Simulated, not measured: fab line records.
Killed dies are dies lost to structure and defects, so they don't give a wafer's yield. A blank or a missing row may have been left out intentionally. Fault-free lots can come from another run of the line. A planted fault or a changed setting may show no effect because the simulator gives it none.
fab line records | flow sky130
[record] lots = 12 wafers = 36 lastDay = 50
route steps=708 shown METAL5@663 PAD_OPEN@702
lots untouched by any fault: they come from a run of this same line in which no faults occurred
startH: hours from the record's opening day to when the first of the lot's shown wafers began | waitH: how many hours have passed since the lot's step before this one | " same as the row above | L1.1+2: a row that stands for several wafers | - no value present, or no start provided | * or withheld: withheld | < > ~ a bound
route shown NAME@n: names a module that has steps shown in the file, with the first one's number in the route | usual: mean and standard deviation over wafers with no fault | same: alike in all rows | chamber/n: place in a boat | sites: readings site by site | _std_site: their standard deviation | _edge_site: mean of outer sites minus mean of inner sites | radiusMm: for every site, how far away it sits from the centre of the wafer | mask NAME#n: copy n | behind: the tool/chamber that last shaped the wafer | hold: reason for holding the lot/hours on hold/outcome of the hold | device: which transistor (n, p or np) failed to switch | end of line: tests run on the same wafers once the route is complete | a step with no rows: only its recipe | killed: the dies lost at the first sort to structure and to defects; this is not the yield of the wafer | map: shows each die of a wafer: x if killed, . if not, _ if none is there
set.NAME: the setting the step ran with; set.NAME@STEP: the setting that earlier step ran with | model.NAME: the simulator's own value behind a step, which no gauge read
route steps across a sampled set of lots; one table per step, one row per wafer
services: a tool's chamber out of use, with start hour (startH, from the record's first day; less than 0 if before it), hours out, and reason
[[steps]]
[step SKY_METAL5_SPUTTER_02]
[recipe] material = AlCu targetThkNm = 1150 powerW = 10600 timeS = 61.2 chamberPressurePa = 0.4
[usual] throttleValvePct = 30.1/1.1
// columns lot.wafer tool chamber startH waitH throttleValvePct
L378.1 pvdSputter-01 - 1010.65 0.0 28.8
L378.2 " - " " 29.6
L378.5 " - " " 31.3
L380.4 pvdSputter-01 - 1022.17 0.0 31.2
L380.5 " - " " 29.0
L380.6 " - " " 30.5
L379.2 pvdSputter-03 - 1023.27 0.0 27.6
L379.4 " - " " 31.2
L379.6 " - " " 30.2
L382.1 pvdSputter-01 - 1037.97 0.0 29.7
L382.2 " - " " 30.7
L382.6 " - " " 31.0
L383.1 pvdSputter-01 - 1066.22 0.0 29.0
L383.5 " - " " 29.0
L383.6 " - " " 31.3
L386.1 pvdSputter-01 - 1070.11 0.0 30.5
L386.2 " - " " 29.5
L386.3 " - " " 31.3
L388.3 pvdSputter-01 - 1073.72 0.0 28.9
L388.5 " - " " 29.9
L388.6 " - " " 31.0
L391.2 pvdSputter-01 - 1095.77 0.0 29.7
L391.4 " - " " 30.9
L391.5 " - " " 28.8
L393.2 pvdSputter-01 - 1101.75 0.0 31.1
L393.5 " - " " 29.1
L393.6 " - " " 29.5
L394.3 pvdSputter-01 - 1105.41 0.0 29.9
L394.4 " - " " 28.7
L394.6 " - " " 31.1
L399.2 pvdSputter-03 - 1137.62 0.0 30.1
L399.5 " - " " 27.6
L399.6 " - " " 30.2
L400.1 pvdSputter-04 - 1141.63 0.0 30.3
L400.4 " - " " 29.5
L400.5 " - " " 29.8
[step SKY_METAL5_RS_MEAS_05]
[recipe] thkMeasGauge = four-point-probe reads = TiN_of_METAL5_SPUTTER_04+Ti_of_METAL5_SPUTTER_03+AlCu_of_METAL5_SPUTTER_02+TiN_of_METAL5_SPUTTER_01+Ti_of_METAL5_SPUTTER_00
[usual] METAL5_ALCU_RS = 0.0271/0.00032
// columns lot.wafer tool chamber startH waitH METAL5_ALCU_RS[ohm/sq]
L378.1 filmMetro-02 - 1010.77 0.0 0.0272
L378.2 " - " " 0.0271
L378.5 " - " " 0.0273
L380.4 filmMetro-02 - 1022.34 0.1 0.0273
L380.5 " - " " 0.0271
L380.6 " - " " 0.0271
L379.2 filmMetro-02 - 1023.41 0.0 0.0269
L379.4 " - " " 0.0265
L379.6 " - " " 0.0269
L382.1 filmMetro-03 - 1038.08 0.0 0.0274
L382.2 " - " " 0.0275
L382.6 " - " " 0.0277
L383.1 filmMetro-04 - 1066.33 0.0 0.0272
L383.5 " - " " 0.0270
L383.6 " - " " 0.0273
L386.1 filmMetro-04 - 1070.23 0.0 0.0272
L386.2 " - " " 0.0269
L386.3 " - " " 0.0275
L388.3 filmMetro-03 - 1073.90 0.1 0.0276
L388.5 " - " " 0.0272
L388.6 " - " " 0.0278
L391.2 filmMetro-02 - 1095.91 0.0 0.0267
L391.4 " - " " 0.0271
L391.5 " - " " 0.0270
L393.2 filmMetro-04 - 1101.88 0.0 0.0270
L393.5 " - " " 0.0268
L393.6 " - " " 0.0267
L394.3 filmMetro-02 - 1105.56 0.1 0.0270
L394.4 " - " " 0.0271
L394.6 " - " " 0.0271
L399.2 filmMetro-04 - 1137.76 0.0 0.0277
L399.5 " - " " 0.0273
L399.6 " - " " 0.0277
L400.1 filmMetro-03 - 1141.75 0.0 0.0265
L400.4 " - " " 0.0267
L400.5 " - " " 0.0268
[step SKY_METAL5_DESCUM_14]
[recipe] chemistry = O2 sourcePowerW = 150 biasPowerW = 0 pressureMtorr = 10 tempC = 40 timeS = 11
[usual] drypumpMotorCurrentA = 6.1/0.41 oesProductAu = 1.003/0.009
// columns lot.wafer tool chamber startH waitH drypumpMotorCurrentA oesProductAu rfHoursCounterH
L378.1 rieMetal-02 1 1033.07 0.1 6.6 1.004 20
L378.2 " 0 " " 6.2 0.993 11
L378.5 " 0 " " 6.2 0.990 -
L380.4 rieMetal-01 1 1044.93 0.1 6.4 1.023 -
L380.5 " 0 " " 5.4 0.997 -
L380.6 " 1 " " 6.4 1.016 -
L379.2 rieMetal-01 0 1046.02 0.1 5.4 0.999 7
L379.4 " 0 " " 5.5 0.998 -
L379.6 " 0 " " 5.4 1.001 -
L382.1 rieMetal-01 1 1059.92 0.1 6.5 1.020 18
L382.2 " 0 " " 5.5 0.990 8
L382.6 " 0 " " 5.5 0.986 -
L383.1 rieMetal-01 0 1086.92 0.1 5.5 1.006 9
L383.5 " 1 " " 6.4 1.016 -
L383.6 " 0 " " 5.5 0.998 -
L386.1 rieMetal-01 1 1090.47 0.1 6.4 1.024 20
L386.2 " 0 " " 5.5 0.992 10
L386.3 " 1 " " 6.4 1.017 -
L388.3 rieMetal-03 0 1094.39 0.1 5.8 1.008 -
L388.5 " 0 " " 5.8 0.998 -
L388.6 " 0 " " 5.8 1.016 -
L391.2 rieMetal-02 0 1115.58 0.1 6.2 1.003 18
L391.4 " 0 " " 6.2 0.994 -
L391.5 " 0 " " 6.2 0.999 -
L393.2 rieMetal-01 0 1121.67 0.1 5.4 1.005 13
L393.5 " 1 " " 6.4 1.017 -
L393.6 " 0 " " 5.5 1.011 -
L394.3 rieMetal-03 0 1125.34 0.1 5.9 0.997 -
L394.4 " 0 " " 5.8 0.996 -
L394.6 " 0 " " 5.9 1.009 -
L399.2 rieMetal-02 0 1155.47 0.1 6.2 0.991 22
L399.5 " 1 " " 6.7 0.995 -
L399.6 " 0 " " 6.2 1.013 -
L400.1 rieMetal-03 0 1159.47 0.1 5.8 1.011 30
L400.4 " 0 " " 5.8 1.010 -
L400.5 " 0 " " 5.8 1.000 -
[step SKY_PAD_OPEN_STRIP_08]
[recipe] chemistry = O2/N2 powerW = 1400 pressureMtorr = 1500 platenTempC = withheld overashFraction = 0.7 o2FlowSccm = 3000 n2FlowSccm = 300
[usual] drypumpMotorCurrentA = 5.9/0.43 oesProductAu = 0.663/0.0044 stripTimeToEndpointS = 37.11/0.095
[same] overashFraction = 0.7
// columns lot.wafer tool chamber startH waitH drypumpMotorCurrentA oesProductAu rfHoursCounterH stripTimeToEndpointS
L378.1 plasmaAsher-02 0 1077.03 0.1 6.2 0.660 1 37.09
L378.2 " 1 " " 6.0 0.658 1 37.09
L378.5 " 1 " " 6.0 0.666 - 36.97
L380.4 plasmaAsher-03 1 1088.51 0.1 6.3 0.661 - 37.09
L380.5 " 0 " " 6.6 0.665 - 36.90
L380.6 " 1 " " 6.4 0.663 - 37.00
L379.2 plasmaAsher-04 0 1090.33 0.1 5.5 0.658 98 37.05
L379.4 " 1 " " 5.4 0.663 - 37.15
L379.6 " 1 " " 5.4 0.663 - 37.13
L382.1 plasmaAsher-02 1 1102.23 0.1 5.9 0.661 4 37.39
L382.2 " 0 " " 6.2 0.664 4 37.17
L382.6 " 1 " " 6.0 0.658 - 37.26
L383.1 plasmaAsher-04 0 1128.33 0.1 5.5 0.668 102 37.10
L383.5 " 1 " " 5.4 0.663 - 36.99
L383.6 " 0 " " 5.5 0.666 - 37.10
L386.1 plasmaAsher-04 0 1131.73 0.1 5.5 0.662 102 37.17
L386.2 " 1 " " 5.4 0.666 102 37.04
L386.3 " 1 " " 5.4 0.661 - 37.01
L388.3 plasmaAsher-03 1 1135.81 0.1 6.3 0.660 - 37.01
L388.5 " 0 " " 6.6 0.672 - 36.97
L388.6 " 1 " " 6.3 0.657 - 36.95
L391.2 plasmaAsher-04 1 1153.73 0.1 5.4 0.657 105 37.26
L391.4 " 0 " " 5.5 0.662 - 37.17
L391.5 " 0 " " 5.5 0.659 - 37.05
L393.2 plasmaAsher-02 1 1160.12 0.1 5.9 0.659 8 37.00
L393.5 " 0 " " 6.2 0.670 - 36.95
L393.6 " 1 " " 6.0 0.668 - 36.99
L394.3 plasmaAsher-02 0 1163.01 0.1 6.2 0.665 - 37.25
L394.4 " 1 " " 6.0 0.673 - 37.11
L394.6 " 0 " " 6.2 0.650 - 37.12
L399.2 plasmaAsher-04 1 1189.23 0.1 5.4 0.667 108 37.09
L399.5 " 0 " " 5.5 0.656 - 37.09
L399.6 " 1 " " 5.4 0.662 - 37.17
L400.1 plasmaAsher-04 1 1194.02 0.1 5.4 0.664 109 37.20
L400.4 " 0 " " 5.5 0.666 - 37.22
L400.5 " 1 " " 5.4 0.668 - 37.15
[step SKY_PAD_OPEN_PROBE_99]
[usual] defectLimitedYield = 82.4/2 killed_at_M0_to_M3 = 44/7.1 killed_at_M4_up = 3/1.6 killedAtContacts = 24/5.4 killedAtFrontEnd = 15/4.7 killedAtOther = 0.3/0.51 killedDies = 87/9.9 killedOpen = 48/7.6 killedShort = 39/6.3 sort_bin_3_pad_short = 0.9/0.39 sort_bin_5_function = 10.5/1.6 sort_bin_6_memory = 6.3/1.1 sortNPass = 405/9.9 sortYieldPct = 82.4/2
[same] grossDies = 492 killedAtBackSide = 0 sort_bin_4_leakage[%] = 0 sort_bin_8_speed[%] = 0
// columns lot.wafer tool chamber startH waitH defectLimitedYield[%] killed_at_M0_to_M3 killed_at_M4_up killedAtContacts killedAtFrontEnd killedAtOther killedDies killedOpen killedShort sort_bin_3_pad_short[%] sort_bin_5_function[%] sort_bin_6_memory[%] sortNPass sortYieldPct[%]
L378.1 prober-01 - 1079.24 0.1 83.5 44 3 16 18 0 81 39 42 1.4 8.5 6.5 411 83.5
L378.2 prober-01 - 1079.29 0.1 84.6 35 2 23 15 1 76 44 32 0.6 10.6 4.3 416 84.6
L378.5 prober-01 - 1079.44 0.2 80.5 50 6 15 25 0 96 59 37 0.6 13.0 5.9 396 80.5
L379.2 prober-01 - 1092.63 0.1 83.7 43 6 21 10 0 80 44 36 0.6 9.6 6.1 412 83.7
L379.4 prober-01 - 1092.73 0.2 82.7 42 3 23 16 1 85 46 39 0.6 10.4 6.3 407 82.7
L379.6 prober-01 - 1092.83 0.2 79.5 60 3 29 9 0 101 49 52 1.0 13.0 6.5 391 79.5
L382.1 prober-01 - 1104.50 0.1 82.9 51 2 23 8 0 84 47 37 1.6 9.3 6.1 408 82.9
L382.2 prober-01 - 1104.55 0.1 82.3 38 4 27 18 0 87 47 40 0.4 12.2 5.1 405 82.3
L382.6 prober-01 - 1104.75 0.2 80.1 41 4 39 14 0 98 56 42 0.4 11.6 7.9 394 80.1
L383.1 prober-01 - 1130.59 0.1 84.1 35 4 26 13 0 78 42 36 1.2 9.8 4.9 414 84.1
L383.5 prober-01 - 1130.79 0.2 83.1 43 2 17 21 0 83 46 37 1.0 10.4 5.5 409 83.1
L383.6 prober-01 - 1130.84 0.2 82.9 42 2 23 16 1 84 38 46 1.0 11.0 5.1 408 82.9
L386.1 prober-01 - 1134.20 0.1 82.5 47 2 28 8 1 86 47 39 1.0 10.0 6.5 406 82.5
L386.2 prober-01 - 1134.25 0.1 81.5 54 5 21 11 0 91 52 39 0.6 10.8 7.1 401 81.5
L386.3 prober-01 - 1134.30 0.2 80.1 51 4 28 15 0 98 55 43 0.8 12.8 6.3 394 80.1
L388.3 prober-02 - 1138.09 0.2 80.9 42 3 24 25 0 94 61 33 1.0 11.2 6.9 398 80.9
L388.5 prober-02 - 1138.19 0.2 82.7 50 2 24 9 0 85 57 28 0.4 11.0 5.9 407 82.7
L388.6 prober-02 - 1138.24 0.2 82.5 42 5 21 18 0 86 45 41 1.0 9.6 6.9 406 82.5
L393.2 prober-01 - 1162.38 0.1 74.2 43 45 27 12 0 127 51 34 3.0 15.7 7.1 365 74.2
L393.5 prober-01 - 1162.53 0.2 74.4 66 19 27 14 0 126 65 43 2.0 15.7 7.9 366 74.4
L393.6 prober-01 - 1162.58 0.2 76.2 44 44 20 9 0 117 49 27 3.0 13.2 7.5 375 76.2
L394.3 prober-02 - 1165.30 0.2 71.5 46 46 29 19 0 140 55 41 2.6 16.5 9.3 352 71.5
L394.4 prober-02 - 1165.35 0.2 82.7 41 20 17 7 0 85 36 31 1.0 11.4 4.9 407 82.7
L394.6 prober-02 - 1165.45 0.2 78.0 34 54 14 6 0 108 35 24 2.2 12.6 7.1 384 78.0
// killed by level:class
L378.1 VIA1:geometricParticle:open=10 METAL1:geometricParticle:short=7 CONTACT:geometricParticle:short=6 CONTACT:geometricParticle:open=6 VIA1:geometricParticle:short=6 VIA3:geometricParticle:open=6 POLY_GATE:geometricParticle:open=5 POLY_GATE:geometricParticle:short=4
L378.2 VIA1:geometricParticle:open=10 CONTACT:geometricParticle:open=9 LI_CONTACT:geometricParticle:open=6 METAL2:geometricParticle:short=6 VIA3:geometricParticle:short=5 VIA3:geometricParticle:open=4 FIELD_ISO:geometricParticle:short=3 FIELD_ISO:geometricParticle:open=3
L378.5 VIA1:geometricParticle:open=13 VIA2:geometricParticle:open=12 POLY_GATE:geometricParticle:open=9 FIELD_ISO:geometricParticle:open=5 VIA3:geometricParticle:open=5 CONTACT:geometricParticle:open=5 FIELD_ISO:geometricParticle:short=4 VIA2:geometricParticle:short=4
L379.2 VIA1:geometricParticle:open=11 CONTACT:geometricParticle:open=6 VIA1:geometricParticle:short=6 VIA2:geometricParticle:open=6 LOCAL_INTERCONNECT:geometricParticle:short=5 FIELD_ISO:geometricParticle:open=4 LI_CONTACT:geometricParticle:open=4 METAL1:geometricParticle:short=4
L379.4 LI_CONTACT:geometricParticle:open=8 VIA2:geometricParticle:open=8 METAL2:geometricParticle:short=7 VIA3:geometricParticle:open=7 LOCAL_INTERCONNECT:geometricParticle:short=6 FIELD_ISO:geometricParticle:short=5 POLY_GATE:geometricParticle:open=5 CONTACT:geometricParticle:short=3
L379.6 VIA1:geometricParticle:open=12 VIA2:geometricParticle:open=11 VIA1:geometricParticle:short=9 METAL1:geometricParticle:short=8 CONTACT:geometricParticle:short=7 LI_CONTACT:geometricParticle:open=6 LOCAL_INTERCONNECT:geometricParticle:short=6 VIA3:geometricParticle:open=5
L382.1 CONTACT:geometricParticle:open=10 VIA1:geometricParticle:open=10 VIA2:geometricParticle:open=9 VIA1:geometricParticle:short=8 LI_CONTACT:geometricParticle:open=7 METAL1:geometricParticle:short=7 VIA3:geometricParticle:short=5 METAL2:geometricParticle:short=4
L382.2 LI_CONTACT:geometricParticle:open=8 CONTACT:geometricParticle:open=8 CONTACT:geometricParticle:short=7 VIA2:geometricParticle:open=7 VIA1:geometricParticle:short=7 METAL2:geometricParticle:short=6 VIA1:geometricParticle:open=6 POLY_GATE:geometricParticle:open=4
L382.6 CONTACT:geometricParticle:open=17 LI_CONTACT:geometricParticle:open=11 VIA1:geometricParticle:open=9 METAL1:geometricParticle:short=8 CONTACT:geometricParticle:short=6 VIA3:geometricParticle:open=6 VIA3:geometricParticle:short=5 POLY_GATE:geometricParticle:open=4
L383.1 CONTACT:geometricParticle:open=9 LOCAL_INTERCONNECT:geometricParticle:short=7 METAL2:geometricParticle:short=7 POLY_GATE:geometricParticle:open=6 VIA3:geometricParticle:open=6 METAL1:geometricParticle:short=5 VIA2:geometricParticle:open=5 FIELD_ISO:geometricParticle:open=4
L383.5 VIA1:geometricParticle:open=11 CONTACT:geometricParticle:open=7 FIELD_ISO:geometricParticle:open=6 LI_CONTACT:geometricParticle:open=6 METAL1:geometricParticle:short=6 VIA1:geometricParticle:short=6 VIA3:geometricParticle:short=6 FIELD_ISO:geometricParticle:short=5
L383.6 FIELD_ISO:geometricParticle:open=10 METAL1:geometricParticle:short=9 CONTACT:geometricParticle:open=8 METAL2:geometricParticle:short=8 LOCAL_INTERCONNECT:geometricParticle:short=6 VIA1:geometricParticle:open=6 METAL1:geometricParticle:open=4 VIA1:geometricParticle:short=4
L386.1 VIA1:geometricParticle:open=13 METAL1:geometricParticle:short=8 LI_CONTACT:geometricParticle:open=8 CONTACT:geometricParticle:open=6 METAL2:geometricParticle:short=5 LOCAL_INTERCONNECT:geometricParticle:short=5 CONTACT:geometricParticle:short=5 VIA3:geometricParticle:open=5
L386.2 VIA1:geometricParticle:open=19 VIA2:geometricParticle:open=9 CONTACT:geometricParticle:open=7 VIA1:geometricParticle:short=6 METAL2:geometricParticle:short=6 LI_CONTACT:geometricParticle:short=5 LI_CONTACT:geometricParticle:open=5 METAL4:geometricParticle:short=4
L386.3 VIA1:geometricParticle:open=15 CONTACT:geometricParticle:open=11 VIA1:geometricParticle:short=7 VIA2:geometricParticle:open=7 CONTACT:geometricParticle:short=6 LOCAL_INTERCONNECT:geometricParticle:short=5 VIA3:geometricParticle:open=5 FIELD_ISO:geometricParticle:short=4
L388.3 VIA1:geometricParticle:open=12 LI_CONTACT:geometricParticle:open=10 CONTACT:geometricParticle:open=7 VIA3:geometricParticle:open=7 FIELD_ISO:geometricParticle:open=5 FIELD_ISO:geometricParticle:short=5 METAL1:geometricParticle:short=5 VIA2:geometricParticle:open=4
L388.5 VIA1:geometricParticle:open=20 CONTACT:geometricParticle:open=13 METAL1:geometricParticle:short=6 METAL2:geometricParticle:short=6 VIA3:geometricParticle:open=5 LI_CONTACT:geometricParticle:open=4 VIA2:geometricParticle:open=4 VIA3:geometricParticle:short=4
L388.6 VIA1:geometricParticle:open=9 VIA3:geometricParticle:open=8 CONTACT:geometricParticle:open=7 CONTACT:geometricParticle:short=6 VIA1:geometricParticle:short=6 METAL2:geometricParticle:short=5 SPACER:geometricParticle:short=4 LI_CONTACT:geometricParticle:open=4
L393.2 METAL5:unspecified=42 VIA1:geometricParticle:open=15 CONTACT:geometricParticle:open=8 VIA2:geometricParticle:open=8 LI_CONTACT:geometricParticle:open=7 FIELD_ISO:geometricParticle:open=5 LI_CONTACT:geometricParticle:short=5 CONTACT:geometricParticle:short=4
L393.5 VIA1:geometricParticle:open=18 METAL5:unspecified=18 CONTACT:geometricParticle:open=13 VIA3:geometricParticle:open=9 VIA1:geometricParticle:short=9 VIA2:geometricParticle:open=9 METAL2:geometricParticle:short=7 LOCAL_INTERCONNECT:geometricParticle:short=5
L393.6 METAL5:unspecified=41 VIA2:geometricParticle:open=12 VIA3:geometricParticle:open=8 VIA1:geometricParticle:open=7 CONTACT:geometricParticle:open=7 VIA3:geometricParticle:short=5 POLY_GATE:geometricParticle:open=4 LI_CONTACT:geometricParticle:open=4
L394.3 METAL5:unspecified=44 VIA1:geometricParticle:open=13 LI_CONTACT:geometricParticle:open=12 VIA3:geometricParticle:open=7 CONTACT:geometricParticle:open=6 POLY_GATE:geometricParticle:open=5 CONTACT:geometricParticle:short=5 VIA1:geometricParticle:short=5
L394.4 METAL5:unspecified=18 VIA1:geometricParticle:open=11 VIA3:geometricParticle:open=7 LI_CONTACT:geometricParticle:open=6 CONTACT:geometricParticle:open=6 METAL2:geometricParticle:short=5 METAL1:geometricParticle:short=4 METAL3:geometricParticle:short=4
L394.6 METAL5:unspecified=49 VIA1:geometricParticle:open=8 CONTACT:geometricParticle:open=6 LI_CONTACT:geometricParticle:open=5 VIA3:geometricParticle:open=5 METAL1:geometricParticle:short=4 VIA1:geometricParticle:short=4 VIA2:geometricParticle:open=4
[[services]]
// columns tool chamber startH hours kind
rieMetal-03 1 995.99 189.0 repair
rieMetal-01 - 1024.27 3.6 repair
rieMetal-01 0 1030.09 1.1 repair
plasmaAsher-04 - 1046.80 2.8 pm
plasmaAsher-02 - 1055.25 9.0 pm
plasmaAsher-02 0 1055.25 9.0 ventCycle
plasmaAsher-02 1 1055.25 9.0 ventCycle
plasmaAsher-02 0 1064.25 - clean
plasmaAsher-02 1 1064.25 - clean
rieMetal-02 1 1068.25 12.4 repair
plasmaAsher-02 - 1080.87 0.6 repair
pvdSputter-01 - 1087.77 1.4 repair
pvdSputter-03 1 1091.42 - consumableReplace:kit
pvdSputter-03 1 1091.42 18.0 scheduledDown
pvdSputter-03 1 1091.42 18.0 ventCycle
pvdSputter-01 3 1097.75 - consumableReplace:kit
pvdSputter-01 3 1097.75 18.0 scheduledDown
pvdSputter-01 3 1097.75 18.0 ventCycle
pvdSputter-03 0 1135.93 - consumableReplace:kit
pvdSputter-03 0 1135.93 18.0 scheduledDown
plasmaAsher-02 - 1153.09 4.0 repair
rieMetal-03 1 1184.99 - clean
rieMetal-02 1 1187.50 - clean
rieMetal-02 1 1187.50 - consumableReplace:focusRing
[[key]]
[firstSign] step = SKY_PAD_OPEN_PROBE_99 reading = killed_at_M4_up direction = up sigmas = 21 usual = 3 struck = 38
[effect] step = SKY_PAD_OPEN_PROBE_99 reading = sort_bin_3_pad_short direction = up sigmas = 3.8 usual = 0.9 struck = 2.3 wafersMoved = 5
metAt SKY_METAL5_SPUTTER_02
struckLots L393,L394
notActingAt SKY_METAL5_RS_MEAS_05,SKY_METAL5_DESCUM_14,SKY_PAD_OPEN_STRIP_08
onsetBetween 1095.77 1101.75
[fault] kind = chamberParticleSource tool = pvdSputter-01 chamber = - onsetH = 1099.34 steps = SKY_METAL5_SPUTTER_02 ratePerVisitCm2 = 0.77239 endH = 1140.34
